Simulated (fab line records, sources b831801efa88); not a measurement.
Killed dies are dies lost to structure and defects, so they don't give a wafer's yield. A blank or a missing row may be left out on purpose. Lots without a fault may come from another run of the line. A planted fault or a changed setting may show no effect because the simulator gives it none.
A struck lot beside a sound one | flow sky130 | 15 steps out of a route of 708
Sound: wafers L895.1, L895.2, L895.3. Struck: wafers L907.1, L907.4, L907.5. The cause comes at the end.
At each step with rows: each side's tool, then ch and its chambers, then its first start. Under that, the readings that differ: sound wafers | struck wafers | difference of the means | sigmas: that difference in standard deviations of wafers without a fault.
alike: readings whose means differ by less than 2 such deviations, and words and numbers that are the same on both sides. not compared: withheld readings, readings that some wafer has no value for, bounds like >300 that may hide the same value, and numbers for which the record gives no deviation and whose values overlap.
The two part at a step that has a row with sigmas, a row that says differs or no value, or rows on one side only. Numbers that don't overlap but have no deviation are shown without sigmas and don't part them. A reading that every wafer of one side lacks parts them only if that side has two wafers or more.

first, 7 steps without rows for these wafers: SKY_CONTACT_HMDS_07 (prime time 60 s); SKY_CONTACT_COAT_08 (resist thk 60 nm); SKY_CONTACT_COAT_09 (resist thk 450 nm); SKY_CONTACT_SOFTBAKE_10 (time 90 s); SKY_CONTACT_EXPOSE_11 (exposes mask CTM1, target cd 170 nm); SKY_CONTACT_PEB_12; SKY_CONTACT_DEVELOP_13 (develop time 60 s).
SKY_CONTACT_CD_MEAS_14: target cd 170 nm.
  sound on cd_sem-02, day 31 11:28; struck on cd_sem-02, day 35 18:23
  alike: cd_nm
SKY_CONTACT_OVL_MEAS_15:
  sound on overlay-01, day 31 11:35; struck on overlay-01, day 35 18:31
  alike: CONTACT_OVL
SKY_CONTACT_ETCH_16: etches BARC in N2/H2, stops on SiO2, time 45.9 s, target depth 60 nm.
  sound on rie_diel-02 ch 0,1,3, day 31 11:37; struck on rie_diel-02 ch 0,2,3, day 35 18:32
  alike: drypump_motor_current_A, oes_product_au, throttle_valve_pct
  not compared: rf_hours_counter_h
SKY_CONTACT_ETCH_17: etches SiO2 in C4F8/O2/Ar, stops on Si3N4, target depth 340 nm.
  sound on rie_diel-02 ch 0,1,3, day 31 11:40; struck on rie_diel-02 ch 0,2,3, day 35 18:35
  alike: oes_product_au
SKY_CONTACT_ETCH_18: etches Si3N4 in CHF3/O2, stops on TiN, time 39 s, target depth 75 nm.
  sound on rie_diel-02 ch 0,1,3; struck on rie_diel-02 ch 0,2,3
  alike: O2_flow_sccm, drypump_motor_current_A, oes_product_au, throttle_valve_pct
  not compared: rf_hours_counter_h
SKY_CONTACT_STRIP_19: strips in O2/N2.
  sound on plasma_asher-04 ch 0,1, day 31 11:45; struck on plasma_asher-04 ch 0,1, day 35 18:40
  no value came back on the struck wafers for chamber_pressure_mTorr (mTorr), drypump_motor_current_A (A), oes_product_au (a.u.), strip_time_to_endpoint_s (s); on the sound wafers chamber_pressure_mTorr (mTorr) reads 1500.6 1498.1 1498.7
  reading                                        | sound | struck          | difference | sigmas
  model.KrF-thick_of_CONTACT_COAT_09.thk_nm (nm) | 0 0 0 | 241 235.7 233.7 | +237       |
  not compared: rf_hours_counter_h
then, 1 step without rows for these wafers: SKY_CONTACT_STRIP_20 (strips in post etch residue remover, time 1200 s).
-- the record jumps here: 13 days lie between the struck wafers' starts before and after (it left off in module CONTACT and takes up again in module PAD_OPEN, whose first step shown is number 708 of the route) --
SKY_PAD_OPEN_PROBE_99:
  sound on prober-01, day 45 18:41; struck on prober-01, day 48 21:08
  reading            | sound    | struck      | difference | sigmas
  killed_at_contacts | 22 31 23 | 432 434 405 | +398       | +70
  killed_dies        | 80 91 86 | 492 492 492 | +406       | +42
  killed_on_rim      | 19 10 14 | 96 96 96    | +82        | +20
  alike: killed_at_M0_to_M3, killed_at_M4_up, killed_at_front_end, killed_at_other, killed_open, killed_short

WHERE THEY PART
First at SKY_CONTACT_STRIP_19; last, within this record, at SKY_PAD_OPEN_PROBE_99.

WHY: what the simulator had put in
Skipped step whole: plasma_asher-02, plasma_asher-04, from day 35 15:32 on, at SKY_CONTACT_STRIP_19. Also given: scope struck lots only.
